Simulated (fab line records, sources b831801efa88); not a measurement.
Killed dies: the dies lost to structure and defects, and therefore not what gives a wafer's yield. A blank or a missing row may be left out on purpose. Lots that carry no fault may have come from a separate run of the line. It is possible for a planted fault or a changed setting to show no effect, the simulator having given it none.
Problem report, 8D (eight disciplines) form, completed by code ; flow sky130 ; the parts of the form that need people (team, actions taken, sign-off) are left out

## 1. THE ISSUE
run_length_s at SKY_SONOS_ONO_WET_ETCH_16 reads a mean of 234 s on 6 wafers of 2 lots; wafers without a fault read 308 s with a standard deviation of 4.2. Measured from the usual mean, that is -18 standard deviations.
The step: etches SiO2 in dHF, target depth 14 nm, time 280 s.
First seen on wafer L942.1, day 19 00:13, on wet_bench-02. The record has a number at this step for 39 wafers belonging to 13 lots. The rule behind "out" and "out of limits": a value lying over 4 standard deviations away from the usual mean. The rest of the wafers with a number are treated as sound.

## 2. WHAT IT IS, AND WHAT IT ISN'T
question;is;is not
which readings at this step;run_length_s;temp_c
which lots;L942, L943;L925, L927, L930, L931, L933, L934, L935, L941, L944, L945, L947
which wafers of those lots;all that have a number;-
read on which tools;wet_bench-02;wet_bench-01, wet_bench-04
when;from day 19 00:13;"up to then (24 sound wafers); but 9 sound wafers of L944, L945, L947 came after"

## 3. THE SUSPECTS, EACH WITH WHAT RULES IT OUT
Counting: a tool at any process step up to the reading remains a suspect when it ran all the lots that are out and ran no sound lot after the first of those.
- wet_bench-02 at SKY_SONOS_ONO_WET_ETCH_16 (etches SiO2 in dHF, target depth 14 nm, time 280 s): kept. It processed each lot that is out, first L942 at day 19 00:13, and no sound lot thereafter; up to then, the last sound lot it processed was L934 at day 16 04:34. Its own run_length_s readings are out on those wafers.
Left after counting: wet_bench-02 at SKY_SONOS_ONO_WET_ETCH_16.

## 4. THE CAUSE (what the simulator had put in)
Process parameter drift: wet_bench-02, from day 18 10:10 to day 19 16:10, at SKY_SONOS_ONO_WET_ETCH_16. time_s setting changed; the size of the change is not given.
This tool alone remained once counting was done.

## 5. THE EFFECT CHAIN, in route order
Rows list readings where the struck wafers' mean (over those with a number) sits beyond 3 standard deviations from the usual. Readings are gone through only where the record gives a usual standard deviation; hours: the median, over the lots, of the time from a lot's start at the first step in this table giving one to that lot's start at this step; sigmas: the change measured in usual standard deviations.
hours;step;reading;usual;on struck wafers;change;sigmas
0;SKY_SONOS_ONO_WET_ETCH_16;run_length_s;308 s;234;-74;-18
Here are the process steps it includes:
- SKY_SONOS_ONO_WET_ETCH_16: etches SiO2 in dHF, target depth 14 nm, time 280 s.

## 6. HOW IT WOULD HAVE BEEN CAUGHT EARLIER
14 hours passed between the start of the fault at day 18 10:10 and the first reading out of limits in this record, taken at day 19 00:13.
